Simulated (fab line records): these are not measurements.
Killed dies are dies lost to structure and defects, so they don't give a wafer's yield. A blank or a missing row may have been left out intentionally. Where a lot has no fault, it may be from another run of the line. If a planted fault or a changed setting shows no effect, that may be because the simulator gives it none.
One fault seen from 2 desks | flow gf180mcu | what lay behind the numbers comes last; until then each desk has only its own

AT THE METROLOGY DESK
What the gauges read for every lot (on any tool): the sampled wafers with a number, averaged. A lot is out of limits, marked OUT, if its mean lies more than 4 standard deviations from the usual mean; the brackets give that distance.
Columns: A = HV_LDD_OVL at GF_HV_LDD_OVL_MEAS_08, usual -0.8 nm; B = HV_LDD_CVD_54_THK at GF_HV_LDD_THK_MEAS_55, usual 10.05 nm; C = cd_nm at GF_NSD_CD_MEAS_07, usual 399.5 nm; D = NSD_RS at GF_PSD_RS_MEAS_14, usual 46.13 ohm/sq
lot  | first seen here | A    | B     | C                | D
L315 | day 9 20:27     | -2.1 | 10.07 | 396.1            | 45.97
L316 | day 10 01:50    | -2.9 | 9.98  | 401.5            | 46.10
L317 | day 10 13:07    | -0.0 | 9.96  | 400.0            | 46.30
L321 | day 11 19:45    | 0.4  | 10.12 | 397.1            | 46.11
L322 | day 12 02:52    | -2.2 | 10.20 | 405.5            | 46.13
L323 | day 12 18:53    | -3.3 | 10.07 | 400.3            | 46.12
L324 | day 13 12:05    | -1.7 | 10.17 | 403.6            | 46.08
L327 | day 13 20:41    | 0.0  | 10.07 | 402.5            | 46.07
L326 | day 14 02:52    | 1.2  | 10.29 | 397.8            | 46.10
L333 | day 15 14:38    | -0.3 | 10.19 | 397.7            | 46.12
L334 | day 15 20:23    | -1.6 | 9.98  | 402.0            | 46.11
L336 | day 16 14:52    | -1.9 | 10.05 | 384.2 (-6.6) OUT | 46.21
L337 | day 16 23:08    | 0.8  | 10.03 | 385.9 (-5.9) OUT | 46.10
L338 | day 17 05:40    | 1.0  | 10.01 | 397.0            | 46.15
Finding of this desk: L336, L337 out of limits; the first was L336 at day 20 19:19, on cd_nm at GF_NSD_CD_MEAS_07. L315, L316, L317, L321, L322, L323, L324, L327, L326, L333, L334, L338: within limits.

DESK OF THE TOOL OWNER: iline_stepper-02
The tool's own readings at GF_NSD_EXPOSE_04 (exposes mask Nplus, target cd 400 nm): means of the sampled wafers that have a number, for each lot that ran on this tool. A lot is out of limits, marked OUT, if its mean lies more than 4 standard deviations from the usual mean; the brackets give that distance.
Columns: A = exposure_dose_mJ_cm2 at GF_NSD_EXPOSE_04, usual 139.96
lot  | first seen here | A
L315 | day 12 19:17    | 139.91
L316 | day 12 22:49    | 140.12
L321 | day 14 23:32    | 140.07
L322 | day 15 08:04    | 139.87
L323 | day 16 00:08    | 139.91
L326 | day 17 12:59    | 139.92
L334 | day 19 09:23    | 140.00
L336 | day 20 07:32    | 133.62 (-49) OUT
L337 | day 20 16:14    | 133.45 (-50) OUT
Finding of this desk: L336, L337 out of limits; the first was L336 at day 20 07:32, on exposure_dose_mJ_cm2 at GF_NSD_EXPOSE_04. L315, L316, L321, L322, L323, L326, L334: within limits.

ALL TOGETHER
On L336, L337, at day 20 07:32, an alarm was possible from the tool owner's desk.
L336, L337 would have let the metrology desk raise an alarm at day 20 19:19.
All the named lots went through GF_NSD_EXPOSE_04 on iline_stepper-02.

WHAT WAS PUT IN BY THE SIMULATOR
Drift in process parameters on iline_stepper-02 at GF_NSD_EXPOSE_04, starting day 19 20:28. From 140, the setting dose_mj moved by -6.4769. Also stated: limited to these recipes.
Shown lots that were struck: L336, L337.
Hours from the fault's start to each desk's first reading out of limits: the tool owner's desk, 11; the metrology desk, 23.
